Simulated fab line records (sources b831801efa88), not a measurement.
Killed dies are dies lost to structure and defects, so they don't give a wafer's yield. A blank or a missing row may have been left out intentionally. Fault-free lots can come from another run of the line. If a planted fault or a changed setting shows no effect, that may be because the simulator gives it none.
The tool behind it: which one?    flow gf180mcu    12 lots with 36 wafers sampled at 6 steps, on a route of 602 steps

WHAT THE GAUGES SHOWED, per wafer
GF_M2_RS_MEAS_05: the measuring method here is four-point-probe. Usual: M2_ALCU_RS typically reads 0.0695 ohm/sq, with standard deviation 0.00069.
lot   measured      on             M2_ALCU_RS (ohm/sq)   flag
L518  day 18 04:38  film-metro-03  0.0687 0.0692 0.0690  
L520  day 19 00:08  film-metro-02  0.0697 0.0695 0.0693  
L522  day 19 13:17  film-metro-03  0.0689 0.0688 0.0699  
L525  day 20 22:22  film-metro-03  0.0690 0.0691 0.0689  
L526  day 21 09:59  film-metro-02  0.0702 0.0702 0.0701  
L528  day 21 21:59  film-metro-03  0.0684 0.0687 0.0678  
L535  day 24 04:40  film-metro-01  0.0699 0.0702 0.0703  
L536  day 24 12:17  film-metro-03  0.0687 0.0684 0.0684  
L537  day 24 16:54  film-metro-03  0.0701 0.0696 0.0696  
L539  day 25 07:55  film-metro-01  0.0690 0.0693 0.0692  
L540  day 25 19:41  film-metro-01  0.0683 0.0688 0.0694  
L541  day 26 08:28  film-metro-03  0.0697 0.0696 0.0696  

GF_M4_RS_MEAS_05: the measuring method here is four-point-probe. Usual: M4_ALCU_RS typically reads 0.0696 ohm/sq, with standard deviation 0.00084.
lot   measured      on             M4_ALCU_RS (ohm/sq)   flag
L518  day 22 11:00  film-metro-02  0.0680 0.0671 0.0685  
L520  day 23 05:09  film-metro-01  0.0698 0.0695 0.0698  
L522  day 23 18:07  film-metro-02  0.0681 0.0683 0.0688  
L525  day 25 01:26  film-metro-02  0.0694 0.0695 0.0690  
L526  day 25 11:23  film-metro-01  0.0702 0.0703 0.0710  
L528  day 25 22:29  film-metro-01  0.0697 0.0701 0.0690  
L535  day 27 22:22  film-metro-02  0.0731 0.0732 0.0734  OFF
L536  day 28 05:56  film-metro-03  0.0724 0.0728 0.0722  OFF
L537  day 28 08:35  film-metro-03  0.0705 0.0708 0.0703  
L539  day 28 22:11  film-metro-02  0.0701 0.0701 0.0698  
L540  day 29 08:41  film-metro-02  0.0695 0.0701 0.0697  
L541  day 29 20:44  film-metro-01  0.0699 0.0695 0.0704  

GF_M4_THK_MEAS_06: measures by xrf. Usual: M4_ALCU_THK typically reads 449 nm, with standard deviation 5.6.
lot   measured      on             M4_ALCU_THK (nm)  flag
L518  day 22 11:07  film-metro-02  457 462 453       
L520  day 23 05:16  film-metro-01  451 453 452       
L522  day 23 18:14  film-metro-02  455 457 451       
L525  day 25 01:34  film-metro-02  446 445 448       
L526  day 25 11:30  film-metro-01  447 449 444       
L528  day 25 22:37  film-metro-01  451 447 456       
L535  day 27 22:28  film-metro-02  431 429 429       OFF
L536  day 28 06:04  film-metro-03  438 435 440       
L537  day 28 08:42  film-metro-03  447 443 443       
L539  day 28 22:18  film-metro-02  443 444 447       
L540  day 29 08:48  film-metro-02  449 446 447       
L541  day 29 20:50  film-metro-01  448 452 443       

GF_V4_OVL_MEAS_15. Usual: V4_OVL typically reads 0 nm, with standard deviation 3.7.
lot   measured      on          V4_OVL (nm)  flag
L518  day 24 09:53  overlay-01  4 1 -3       
L520  day 25 03:08  overlay-01  -3 -5 -3     
L522  day 25 16:11  overlay-01  3 6 3        
L525  day 26 20:34  overlay-01  -2 1 -2      
L526  day 27 05:43  overlay-02  1 4 4        
L528  day 27 16:22  overlay-02  0 3 0        
L535  day 29 13:47  overlay-01  3 3 1        
L536  day 29 22:08  overlay-01  5 2 -7       
L537  day 29 23:50  overlay-01  -4 1 -2      
L539  day 30 12:56  overlay-01  -2 -1 -1     
L540  day 30 23:21  overlay-01  8 1 2        
L541  day 31 10:17  overlay-01  1 3 -5       

TOOL THAT RAN EACH LOT (tool first, then ch and the chambers of the sampled wafers, then the start)
lot   GF_M4_SPUTTER_02              GF_V4_CVD_02
L518  pvd-sputter-04, day 22 10:53  pecvd-03 ch 0,1,2, day 23 10:41
L520  pvd-sputter-04, day 23 05:02  pecvd-04 ch 0,1, day 24 04:32
L522  pvd-sputter-04, day 23 18:01  pecvd-04 ch 0,1, day 24 17:18
L525  pvd-sputter-02, day 25 01:21  pecvd-03 ch 0,1, day 25 23:55
L526  pvd-sputter-02, day 25 11:17  pecvd-03 ch 0,1, day 26 08:37
L528  pvd-sputter-04, day 25 22:24  pecvd-02 ch 0,2, day 26 19:35
L535  pvd-sputter-02, day 27 22:14  pecvd-02 ch 0,2, day 28 17:49
L536  pvd-sputter-02, day 28 05:51  pecvd-04 ch 1,2, day 29 02:01
L537  pvd-sputter-01, day 28 08:29  pecvd-03 ch 0,1, day 29 04:48
L539  pvd-sputter-01, day 28 22:05  pecvd-02 ch 0,1,2, day 29 18:03
L540  pvd-sputter-04, day 29 08:35  pecvd-02 ch 0,2, day 30 04:40
L541  pvd-sputter-04, day 29 20:37  pecvd-03 ch 0,1,2, day 30 16:15
- GF_M4_SPUTTER_02: material AlCu, target thk 450 nm, time 23.9 s.
- GF_V4_CVD_02: deposits SiO2 from TEOS, target thk 850 nm, time 94.851 s.

WHAT THE TOOLS THEMSELVES READ (means of the sampled wafers that have a number; where no wafer has one, the mark that the record gives instead)
GF_M4_SPUTTER_02. Usual: chamber-pressure-pa 0.4000 Pa, standard deviation 0.00081; throttle-valve-pct 30.0 %, standard deviation 0.98.
lot   tool            chamber-pressure-pa (Pa)  throttle-valve-pct (%)  flag
L518  pvd-sputter-04  0.3997                    30.0                    
L520  pvd-sputter-04  0.4001                    30.3                    
L522  pvd-sputter-04  0.3998                    30.1                    
L525  pvd-sputter-02  0.3995                    28.8                    
L526  pvd-sputter-02  0.3999                    30.0                    
L528  pvd-sputter-04  0.3998                    29.7                    
L535  pvd-sputter-02  0.4525                    28.2                    OFF
L536  pvd-sputter-02  0.4532                    27.5                    OFF
L537  pvd-sputter-01  0.4006                    29.9                    
L539  pvd-sputter-01  0.4000                    30.2                    
L540  pvd-sputter-04  0.4000                    30.8                    
L541  pvd-sputter-04  0.3994                    30.3                    

GF_V4_CVD_02. Usual: heater-power-w 679 W, standard deviation 91.
lot   tool      heater-power-w (W)  flag
L518  pecvd-03  770                 
L520  pecvd-04  650                 
L522  pecvd-04  662                 
L525  pecvd-03  694                 
L526  pecvd-03  674                 
L528  pecvd-02  616                 
L535  pecvd-02  639                 
L536  pecvd-04  663                 
L537  pecvd-03  715                 
L539  pecvd-02  643                 
L540  pecvd-02  611                 
L541  pecvd-03  799                 

THE ANSWER, worked out from the rows above alone
Rule: take the mean of a lot's wafers that have a number; if it is more than 3 standard deviations from the usual mean, the lot is off. Also off: a lot with no number at a reading for which 4 or more lots have one. Where the step has rows for the other lots, those lots are counted as sound. The gauges are gone through in route order, then the tools' own readings, and for those a lot's mean is taken as printed above. The first step at which some lot is off is used, and at that step the reading that is off furthest; a lot without a number counts as furthest.
Off: at GF_M4_RS_MEAS_05 (M4_ALCU_RS), L535, L536.
A tool fits if, at a process step before that reading, it ran every lot that is off, and no sound lot after the first of them. The gauges at GF_M4_RS_MEAS_05 aren't tried: what is off there is off at GF_M4_SPUTTER_02 too, on other tools, and a gauge's error can't cause that. One fits: GF_M4_SPUTTER_02 on pvd-sputter-02. A fault onset in the window from L526 (day 25 11:17, its last sound lot) to L535 (day 27 22:14, its first lot off) fits.
On the lots that are off, the tool's own readings at GF_M4_SPUTTER_02 differ by more than 5 times the standard deviation of the sound lots' means, which bears it out; chamber-pressure-pa reads 0.4528 Pa there versus 0.3999 Pa on the sound lots.

WHAT THE SIMULATOR HAD INSERTED
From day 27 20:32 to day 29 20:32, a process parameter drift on pvd-sputter-02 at GF_M4_SPUTTER_02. Setting chamber-pressure-pa shifted by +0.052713 from 0.4. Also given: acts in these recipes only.
Struck lots among those shown: L535, L536. Same finding as the rule above.
